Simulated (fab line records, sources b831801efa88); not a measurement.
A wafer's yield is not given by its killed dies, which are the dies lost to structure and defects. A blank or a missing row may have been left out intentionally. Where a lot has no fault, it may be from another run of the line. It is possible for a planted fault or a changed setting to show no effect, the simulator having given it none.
8D (eight disciplines) problem report, filled in by code || flow gf180mcu || the parts of the form that need people (team, actions taken, sign-off) are left out

1. THE ISSUE
At GF_CONTACT_STRIP_18, oes product au averages 0.669 a.u. over 6 wafers from 2 lots, while fault-free wafers read 0.580 a.u., standard deviation 0.0054. Relative to the usual mean, that is a shift of +16 standard deviations.
The step: strips in O2/N2.
The first sign was on wafer L971.3 at day 21 04:50, on plasma asher-03. Wafers with a number at this step in the record: 36, from 12 lots. Rule for "out", or "out of limits": more than 4 standard deviations from the usual mean. All remaining wafers that have a number are taken as sound.

2. WHAT IT IS; WHAT IT IS NOT
{"question": "which readings at this step", "is": "oes product au", "is not": "drypump motor current A, heater power w"}
{"question": "which lots", "is": "L971, L972", "is not": "L958, L960, L962, L966, L973, L974, L975, L976, L977, L979"}
{"question": "which wafers of those lots", "is": "all that have a number", "is not": "-"}
{"question": "read on which tools", "is": "plasma asher-03", "is not": "plasma asher-01, plasma asher-02"}
{"question": "when", "is": "from day 21 04:50", "is not": "up to then (12 sound wafers); but 18 sound wafers of L973, L974, L975, L976, L977, L979 came after"}

3. SUSPECTS, AND WHAT RULES EACH OUT
Counting: a tool stays on the suspect list if, at a process step up to the reading, it processed all lots that are out and no sound lot following the first of them.
- plasma asher-03 at GF_NSD_STRIP_11 (strips in O2/N2): ruled out as a lasting fault. Following L971 (day 18 03:35), the first lot on it that is out, the sound lots L975 were run on it.
- rie diel-04 at GF_CONTACT_ETCH_17 (etches SiO2 in C4F8/O2/Ar, stops on CoSi2, target depth 860 nm): ruled out as a lasting fault. Following L971 (day 21 04:00), the first lot on it that is out, the sound lots L973, L974, L977, L979 were run on it.
- plasma asher-03 at GF_CONTACT_STRIP_18 (strips in O2/N2): ruled out as a lasting fault. Following L971 (day 21 04:50), the first lot on it that is out, the sound lots L974 were run on it.
Left after counting: nothing in the record.

4. THE CAUSE (what the simulator had put in)
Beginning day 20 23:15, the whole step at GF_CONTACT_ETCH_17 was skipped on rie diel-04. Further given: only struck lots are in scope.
It was ruled out by counting, in error; the rule expects a fault to strike all lots run on its tool from its start on, and this fault did not.

5. THE EFFECT CHAIN, in route order
One row per reading whose mean, taken over the struck wafers that have a number, lies over 3 standard deviations from the usual. Readings are gone through only where the record gives a usual standard deviation; hours: the median, over the lots, of the time from a lot's start at the first step in this table giving one to that lot's start at this step; sigmas: the change measured in usual standard deviations.
{"hours": 0, "step": "GF_CONTACT_STRIP_18", "reading": "oes product au", "usual": "0.580 a.u.", "on struck wafers": 0.669, "change": "+0.089", "sigmas": "+16"}
{"hours": 279, "step": "GF_PASSIVATION_PROBE_99", "reading": "killed at contacts", "usual": 5.8, "on struck wafers": 454.5, "change": "+448.7", "sigmas": "+99 or more"}
{"hours": 279, "step": "GF_PASSIVATION_PROBE_99", "reading": "killed dies", "usual": 47, "on struck wafers": 492, "change": "+445", "sigmas": "+64"}
{"hours": 279, "step": "GF_PASSIVATION_PROBE_99", "reading": "killed on rim", "usual": 9, "on struck wafers": 96, "change": "+87", "sigmas": "+28"}
Here are the process steps it includes:
- GF_CONTACT_STRIP_18: strips in O2/N2.
- GF_PASSIVATION_PROBE_99
Readings that are blank on the struck wafers while sound wafers have them: bias w at GF_CONTACT_ETCH_17; chamber pressure mTorr at GF_CONTACT_ETCH_17; oes product au at GF_CONTACT_ETCH_17; rf fwd power W at GF_CONTACT_ETCH_17.

6. WHAT WOULD HAVE CAUGHT IT SOONER
First out-of-limits reading in this record: day 21 04:50, which is 6 hours after fault onset at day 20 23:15.
At GF_CONTACT_ETCH_17 the tool's readings are blank on the struck wafers, where sound wafers have them: an empty tool record is the first sign, and it was there at once.
